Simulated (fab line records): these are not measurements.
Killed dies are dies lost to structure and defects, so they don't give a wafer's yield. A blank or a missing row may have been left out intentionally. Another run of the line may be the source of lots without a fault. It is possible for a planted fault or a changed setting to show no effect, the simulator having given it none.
Struck lot and sound lot, side by side :: flow sky130 :: 14 out of 708 route steps
Sound: wafers L735.1, L735.4, L735.5. Wafers L731.1, L731.2, L731.3 were the ones struck. Last of all comes the cause.
At each step with rows: each side's tool, then ch and its chambers, then its first start. Under that, the readings that differ: sound wafers :: struck wafers :: difference of the means :: sigmas: that difference in standard deviations of wafers without a fault.
alike: words and numbers the same on both sides, and readings whose means are apart by under 2 such deviations; not compared: readings that were withheld, readings missing a value for some wafer, numbers with overlapping values and no deviation given by the record, and bounds like >300 which may hide the same value.
The two part at a step that has a row with sigmas, a row that says differs or no value, or rows on one side only. When numbers do not overlap yet have no deviation, they are printed without sigmas and do not part them. Lack of a reading on every wafer of one side parts them only where that side has two or more wafers.

first, 2 steps without rows for these wafers: SKY_NWELL_PEB_08; SKY_NWELL_DEVELOP_09 (develop time 60 s).
SKY_NWELL_OVL_MEAS_10:
  struck on overlay-01, day 7 10:46; sound on overlay-02, day 8 09:29
  alike: NWELL_00_OVL
then, 3 steps without rows for these wafers: SKY_NWELL_IMPLANT_11; SKY_NWELL_IMPLANT_12; SKY_NWELL_IMPLANT_13.
SKY_NWELL_STRIP_14: strips in O2/N2.
  sound on plasma_asher-02 ch 0,1, day 8 09:58; struck on plasma_asher-02 ch 0,1, day 7 11:15
  alike: drypump_motor_current_A, oes_product_au, strip_time_to_endpoint_s
  not compared: rf_hours_counter_h
SKY_NWELL_TW_MEAS_15:
  struck on film_metro-02, day 7 11:21; sound on film_metro-02, day 8 10:04
  alike: NWELL_TW
then, 4 steps without rows for these wafers: SKY_NWELL_DEHYDRATE_16 (time 60 s); SKY_NWELL_HMDS_17 (prime time 60 s); SKY_NWELL_COAT_18 (resist thk 3000 nm); SKY_NWELL_SOFTBAKE_19.
SKY_NWELL_EXPOSE_20: exposes mask NWM COMPLEMENT, target cd 840 nm.
  sound on iline_stepper-02 ch 0, day 8 20:20; struck on iline_stepper-01, day 7 21:41
  no value came back on the struck wafers for exposure_dose_mJ_cm2, focus_offset_nm (nm); on the sound wafers exposure_dose_mJ_cm2 reads 260.00 259.88 259.57
  alike: mask
following that, these wafers have no rows for 1 step: SKY_NWELL_PEB_21.

== WHERE THEY PART ==
Only at SKY_NWELL_EXPOSE_20, within this record.

WHY: the cause the simulator had injected
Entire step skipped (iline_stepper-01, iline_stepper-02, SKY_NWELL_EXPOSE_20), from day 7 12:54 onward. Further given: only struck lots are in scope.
